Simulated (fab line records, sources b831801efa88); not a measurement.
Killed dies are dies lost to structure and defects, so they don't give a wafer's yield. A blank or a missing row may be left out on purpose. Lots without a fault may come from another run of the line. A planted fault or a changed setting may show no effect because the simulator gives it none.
fab line records | flow gf180mcu
record lots=12 wafers=36 last_day=34
route steps=602 shown MVPSD@88 HV_LDD@185 M1@318
lots that met no fault: from a run of the same line without faults
start_h: hours from the record's first day to the start of the lot's first wafer shown | wait_h: hours since the lot's step before | " the same as in the row above | L1.1+2: a row that stands for several wafers | - no value, or no start given | * or withheld: withheld | < > ~ a bound
route shown NAME@n: a module of which the file shows steps, and the number in the route of the first | usual: mean/standard deviation of fault-free wafers | same: alike in all rows | chamber/n: place in a boat | sites: the reading at each site | _std_site: their standard deviation | _edge_site: outer sites' mean less inner sites' | radius_mm: how far each site lies from the wafer's centre | mask NAME#n: copy n | behind: the tool/chamber that last shaped the wafer | hold: why the lot was held/for how many hours/how that ended | device: the transistor (n, p or np) that didn't switch | end of line: the same wafers' tests at the end of the route | a step without rows: its recipe alone | killed: dies lost to structure and defects at the first sort, not the wafer's yield | map: a wafer's dies, x killed, . not, _ none there
set.NAME: the setting as run; set.NAME@STEP: as run at that earlier step | model.NAME: the simulator's own value behind a step, which no gauge read
steps of the route over a sample of lots; a table a step, a row a wafer
services: from which hour (start_h, from the record's first day; less than 0 if before it) a tool's chamber was out of use, for how many hours, and why
## steps
# step GF_MVPSD_STRIP_10
# recipe chemistry=O2/N2 power_w=1400 pressure_mtorr=1500 platen_temp_c=250 o2_flow_sccm=3000 n2_flow_sccm=300 overash_fraction=0.5
# usual drypump_motor_current_A=5.96/0.27 heater_power_w=340/36 oes_product_au=0.723/0.0046 strip_time_to_endpoint_s=36.96/0.092
# columns lot.wafer tool chamber start_h wait_h drypump_motor_current_A heater_power_w oes_product_au rf_hours_counter_h strip_time_to_endpoint_s
L593.2 plasma_asher-02 1 101.73 0.1 6.01 362 0.717 30 37.06
L593.5 " 0 " " 6.12 342 0.730 - 37.13
L593.6 " 1 " " 5.99 384 0.727 - 37.04
L597.1 plasma_asher-03 0 128.58 0.1 5.98 293 0.726 1 36.98
L597.2 " 1 " " 5.68 312 0.721 1 36.92
L597.5 " 0 " " 5.99 287 0.724 - 36.98
L598.2 plasma_asher-01 1 136.96 0.1 5.61 375 0.725 48 36.90
L598.4 " 0 " " 6.47 395 0.725 - 36.97
L598.6 " 0 " " 6.47 382 0.720 - 37.08
L599.2 plasma_asher-01 0 140.96 0.1 6.44 391 0.730 48 37.10
L599.4 " 1 " " 5.62 382 0.724 - 37.06
L599.6 " 0 " " 6.43 383 0.726 - 37.05
L607.2 plasma_asher-03 1 185.16 0.1 5.67 319 0.723 7 37.04
L607.4 " 0 " " 6.00 290 0.717 - 37.04
L607.6 " 1 " " 5.69 317 0.718 - 36.93
L608.2 plasma_asher-01 0 190.90 0.1 6.46 381 0.720 54 37.10
L608.5 " 1 " " 5.62 379 0.722 - 37.15
L608.6 " 0 " " 6.46 384 0.731 - 37.05
L609.3 plasma_asher-03 0 198.04 0.1 6.00 286 0.733 - 36.90
L609.4 " 1 " " 5.70 323 0.727 - 36.94
L609.6 " 1 " " 5.72 318 0.723 - 36.92
L610.2 plasma_asher-01 0 208.10 0.1 6.51 389 0.722 56 37.03
L610.3 " 0 " " 6.49 379 0.716 - 36.98
L610.5 " 0 " " 6.50 383 0.728 - 36.94
L611.1 plasma_asher-02 1 212.15 0.1 5.99 371 0.721 42 36.97
L611.3 " 0 " " 6.13 332 0.721 - 36.97
L611.4 " 1 " " 6.00 376 0.725 - 36.95
L613.2 plasma_asher-03 1 220.71 0.1 5.69 316 0.719 11 36.83
L613.3 " 0 " " 5.99 296 0.714 - 36.85
L613.5 " 0 " " 5.99 287 0.714 - 36.86
L614.2 plasma_asher-03 1 228.60 0.1 5.73 322 0.723 12 36.92
L614.5 " 1 " " 5.68 312 0.718 - 36.96
L614.6 " 0 " " 5.99 289 0.721 - 36.86
L615.1 plasma_asher-03 1 235.58 0.1 5.68 323 0.734 13 37.08
L615.2 " 0 " " 6.01 295 0.733 13 37.01
L615.6 " 0 " " 6.03 288 0.729 - 36.91
# step GF_HV_LDD_IMPLANT_09
# recipe species=As energy_kev=40 dose_cm2=1e+14 tilt_deg=7
# columns lot.wafer tool chamber start_h wait_h
L593.2+5+6 implanter-03 0 216.85 0.0
L597.1+2+5 implanter-04 0 254.00 0.0
L598.2+4+6 implanter-04 0 262.72 0.0
L599.2+4+6 implanter-04 0 270.10 0.0
L607.2+4+6 implanter-01 0 327.02 0.0
L608.2+5+6 implanter-03 0 330.25 0.0
L609.3+4+6 implanter-01 0 341.57 0.1
L610.2+3+5 implanter-01 0 354.45 0.0
L611.1+3+4 implanter-01 0 359.68 0.0
L613.2+3+5 implanter-04 0 371.99 0.0
L614.2+5+6 implanter-03 0 380.30 0.0
L615.1+2+6 implanter-01 0 389.45 0.0
# step GF_HV_LDD_STRIP_49
# recipe chemistry=O2/N2 power_w=1400 pressure_mtorr=1500 platen_temp_c=250 o2_flow_sccm=3000 n2_flow_sccm=300 overash_fraction=0.5
# usual drypump_motor_current_A=5.97/0.26 heater_power_w=341/35 oes_product_au=0.716/0.0044 strip_time_to_endpoint_s=12.63/0.037
# columns lot.wafer tool chamber start_h wait_h drypump_motor_current_A heater_power_w oes_product_au rf_hours_counter_h strip_time_to_endpoint_s
L593.2 plasma_asher-01 1 275.27 0.1 5.62 382 0.710 64 12.63
L593.5 " 0 " " 6.48 383 0.714 - 12.62
L593.6 " 1 " " 5.58 381 0.713 - 12.62
L597.1 plasma_asher-02 1 315.50 0.1 5.99 364 0.715 49 12.63
L597.2 " 0 " " 6.10 323 0.710 49 12.66
L597.5 " 0 " " 6.11 322 0.725 - 12.69
L598.2 plasma_asher-02 1 324.72 0.1 5.99 365 0.714 50 12.70
L598.4 " 1 " " 5.98 365 0.718 - 12.66
L598.6 " 1 " " 5.99 363 0.712 - 12.65
L599.2 plasma_asher-01 1 333.75 0.1 5.58 388 0.722 71 12.60
L599.4 " 1 " " 5.59 367 0.725 - 12.62
L599.6 " 1 " " 5.60 384 0.715 - 12.57
L607.2 plasma_asher-03 1 395.37 0.1 5.72 327 0.717 29 12.56
L607.4 " 1 " " 5.70 316 0.715 - 12.57
L607.6 " 1 " " 5.69 314 0.718 - 12.58
L608.2 plasma_asher-01 0 397.80 0.1 6.50 379 0.709 78 12.64
L608.5 " 1 " " 5.60 385 0.714 - 12.62
L608.6 " 0 " " 6.50 374 0.705 - 12.59
L609.3 plasma_asher-03 0 409.28 0.1 6.00 296 0.714 - 12.62
L609.4 " 1 " " 5.68 323 0.718 - 12.63
L609.6 " 1 " " 5.68 314 0.713 - 12.64
L610.2 plasma_asher-03 0 424.07 0.1 6.01 291 0.717 32 12.65
L610.3 " 1 " " 5.69 323 0.711 - 12.58
L610.5 " 1 " " 5.66 315 0.723 - 12.57
L611.1 plasma_asher-03 1 429.70 0.1 5.67 323 0.719 33 12.60
L611.3 " 1 " " 5.69 313 0.714 - 12.60
L611.4 " 0 " " 5.98 291 0.717 - 12.65
L613.2 plasma_asher-02 1 443.57 0.1 5.98 362 0.710 62 12.63
L613.3 " 0 " " 6.14 337 0.711 - 12.62
L613.5 " 1 " " 5.98 378 0.721 - 12.61
L614.2 plasma_asher-02 1 451.87 0.1 5.97 383 0.722 63 12.69
L614.5 " 1 " " 5.99 380 0.719 - 12.70
L614.6 " 0 " " 6.12 328 0.718 - 12.64
L615.1 plasma_asher-02 0 461.39 0.1 6.10 328 0.716 65 12.63
L615.2 " 1 " " 5.97 378 0.720 65 12.59
L615.6 " 1 " " 5.98 371 0.717 - 12.66
# step GF_HV_LDD_RS_MEAS_53
# recipe thk_meas_gauge=four-point-probe
# usual HV_LDD_RS=418.3/0.92
# columns lot.wafer tool chamber start_h wait_h hold HV_LDD_RS[ohm/sq]
L593.2 film_metro-04 - 275.57 0.1 - 419.2
L593.5 " - " " - 418.4
L593.6 " - " " - 418.4
L597.1 film_metro-03 - 315.77 0.1 - 419.0
L597.2 " - " " - 418.1
L597.5 " - " " - 417.5
L598.2 film_metro-01 - 325.07 0.1 await_dispo/0.2h/release 423.9
L598.4 " - " " await_dispo/0.2h/release 424.5
L598.6 " - " " await_dispo/0.2h/release 424.7
L598.2 film_metro-01 - 325.35 0.3 - 423.9
L598.4 " - " " - 424.8
L598.6 " - " " - 424.1
L599.2 film_metro-04 - 334.04 0.1 await_dispo/0.2h/release 426.2
L599.4 " - " " await_dispo/0.2h/release 427.3
L599.6 " - " " await_dispo/0.2h/release 426.3
L599.2 film_metro-04 - 334.33 0.3 - 427.0
L599.4 " - " " - 426.7
L599.6 " - " " - 426.1
L607.2 film_metro-03 - 395.76 0.1 - 417.6
L607.4 " - " " - 417.6
L607.6 " - " " - 418.0
L608.2 film_metro-04 - 398.09 0.1 - 419.9
L608.5 " - " " - 418.5
L608.6 " - " " - 420.6
L609.3 film_metro-03 - 409.56 0.1 - 419.0
L609.4 " - " " - 418.9
L609.6 " - " " - 419.8
L610.2 film_metro-03 - 424.38 0.1 - 418.6
L610.3 " - " " - 419.6
L610.5 " - " " - 418.7
L611.1 film_metro-01 - 429.97 0.1 - 419.4
L611.3 " - " " - 419.0
L611.4 " - " " - 418.2
L613.2 film_metro-03 - 443.87 0.1 - 418.7
L613.3 " - " " - 418.8
L613.5 " - " " - 417.8
L614.2 film_metro-01 - 452.17 0.1 - 418.5
L614.5 " - " " - 418.5
L614.6 " - " " - 417.0
L615.1 film_metro-01 - 461.67 0.1 - 416.9
L615.2 " - " " - 417.2
L615.6 " - " " - 418.0
# step GF_HV_LDD_CVD_54
# recipe material=SiO2 target_thk_nm=10 precursor=TEOS temp_c=680 time_s=75 pressure_mtorr=400
# usual spike_tc_lower_C=679.9/1.3
# columns lot.wafer tool chamber start_h wait_h hold spike_tc_lower_C
L593.2 lpcvd-02 1 275.67 0.1 - 680.5
L593.5 " 1 " " - 682.5
L593.6 " 1 " " - 682.6
L597.1 lpcvd-02 0 315.89 0.1 - 678.5
L597.2 " 0 " " - 680.1
L597.5 " 0 " " - 680.2
L598.2 lpcvd-01 0 327.97 2.6 await_dispo/2.5h/release 681.0
L598.4 " 0 " " await_dispo/2.5h/release 680.2
L598.6 " 0 " " await_dispo/2.5h/release 681.0
L599.2 lpcvd-01 1 337.01 2.7 await_dispo/2.6h/release 678.6
L599.4 " 1 " " await_dispo/2.6h/release 680.3
L599.6 " 1 " " await_dispo/2.6h/release 678.8
L607.2 lpcvd-01 0 395.86 0.1 - 681.0
L607.4 " 0 " " - 681.0
L607.6 " 0 " " - 681.9
L608.2 lpcvd-01 1 399.24 1.1 - 678.8
L608.5 " 1 " " - 679.8
L608.6 " 1 " " - 679.8
L609.3 lpcvd-01 0 409.64 0.1 - 681.8
L609.4 " 0 " " - 680.2
L609.6 " 0 " " - 680.9
L610.2 lpcvd-02 0 424.48 0.1 - 679.7
L610.3 " 0 " " - 680.0
L610.5 " 0 " " - 677.5
L611.1 lpcvd-01 0 430.09 0.1 - 681.7
L611.3 " 0 " " - 679.4
L611.4 " 0 " " - 681.9
L613.2 lpcvd-01 0 443.97 0.1 - 681.2
L613.3 " 0 " " - 679.9
L613.5 " 0 " " - 680.4
L614.2 lpcvd-02 1 452.27 0.1 - 680.9
L614.5 " 1 " " - 680.9
L614.6 " 1 " " - 681.5
L615.1 lpcvd-01 1 461.79 0.1 - 679.1
L615.2 " 1 " " - 680.7
L615.6 " 1 " " - 679.7
# step GF_M1_SPUTTER_03
# recipe material=Ti target_thk_nm=10 substrate_temp_c=300 chamber_pressure_pa=0.3 power_w=3000 time_s=6.7
# usual throttle_valve_pct=30.2/0.81
# columns lot.wafer tool chamber start_h wait_h throttle_valve_pct
L593.2 pvd_sputter-01 - 367.14 0.0 29.7
L593.5 " - " " 29.7
L593.6 " - " " 30.1
L597.1 pvd_sputter-01 - 411.27 0.0 29.9
L597.2 " - " " 29.8
L597.5 " - " " 30.6
L598.2 pvd_sputter-04 - 421.98 0.0 31.2
L598.4 " - " " 32.1
L598.6 " - " " 29.8
L599.2 pvd_sputter-01 - 429.21 0.0 30.1
L599.4 " - " " 30.3
L599.6 " - " " 29.2
L607.2 pvd_sputter-04 - 497.30 0.0 31.8
L607.4 " - " " 31.1
L607.6 " - " " 30.3
L608.2 pvd_sputter-02 - 501.08 0.0 29.2
L608.5 " - " " 29.2
L608.6 " - " " 30.5
L609.3 pvd_sputter-01 - 513.12 0.0 30.3
L609.4 " - " " 29.8
L609.6 " - " " 29.9
L610.2 pvd_sputter-02 - 527.87 0.0 29.0
L610.3 " - " " 30.7
L610.5 " - " " 29.7
L611.1 pvd_sputter-01 - 532.99 0.0 30.5
L611.3 " - " " 29.8
L611.4 " - " " 29.4
L613.2 pvd_sputter-04 - 546.99 0.0 31.3
L613.3 " - " " 30.1
L613.5 " - " " 32.1
L614.2 pvd_sputter-01 - 554.24 0.0 29.6
L614.5 " - " " 29.8
L614.6 " - " " 29.5
L615.1 pvd_sputter-02 - 563.37 0.0 29.4
L615.2 " - " " 28.8
L615.6 " - " " 29.4
## services
# columns tool chamber start_h hours kind
implanter-01 - 103.72 2.3 repair
plasma_asher-03 - 108.75 9.0 pm
lpcvd-01 - 114.95 14.6 pm
plasma_asher-01 - 134.26 2.2 repair
plasma_asher-02 - 196.48 1.6 repair
plasma_asher-03 - 207.96 2.9 repair
plasma_asher-02 - 215.95 24.5 repair
implanter-01 - 230.88 61.7 repair
plasma_asher-03 - 251.07 1.4 repair
plasma_asher-02 - 291.32 2.8 pm
pvd_sputter-01 - 307.54 1.8 repair
plasma_asher-01 - 308.15 1.0 repair
plasma_asher-02 - 308.26 4.3 repair
plasma_asher-02 - 331.13 5.5 repair
plasma_asher-03 - 337.96 14.6 pm
implanter-01 - 384.72 4.7 pm
implanter-01 - 400.87 3.0 pm
plasma_asher-03 - 427.28 0.4 repair
plasma_asher-03 - 449.83 15.7 pm
lpcvd-01 - 480.97 0.5 repair
plasma_asher-01 - 485.54 8.7 repair
pvd_sputter-01 - 506.24 3.5 repair
pvd_sputter-01 - 540.95 2.3 repair
plasma_asher-03 - 559.54 3.3 repair
## key
first_sign step=GF_HV_LDD_RS_MEAS_53 reading=HV_LDD_RS direction=up sigmas=7.8 usual=418.3 struck=425.5
effect step=GF_HV_LDD_RS_MEAS_53 reading=hold direction=added
met_at GF_HV_LDD_IMPLANT_09
struck_lots L598,L599
tester_left_out L598,L599
not_acting_at GF_MVPSD_STRIP_10,GF_HV_LDD_STRIP_49,GF_M1_SPUTTER_03
onset_between 254.00 262.72
fault kind=process_parameter_drift tool=implanter-04 chamber=- onset_h=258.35 steps=GF_HV_LDD_IMPLANT_09 channel=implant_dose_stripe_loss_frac offset=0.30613 shape=step end_h=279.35
# tester_left_out: of these lots the tester's yield and bins aren't shown, on N5 and GAA mostly nor the transistor test; their killed dies are dies lost to structure and defects alone, not to doping, threshold or leakage, so they don't give the yield
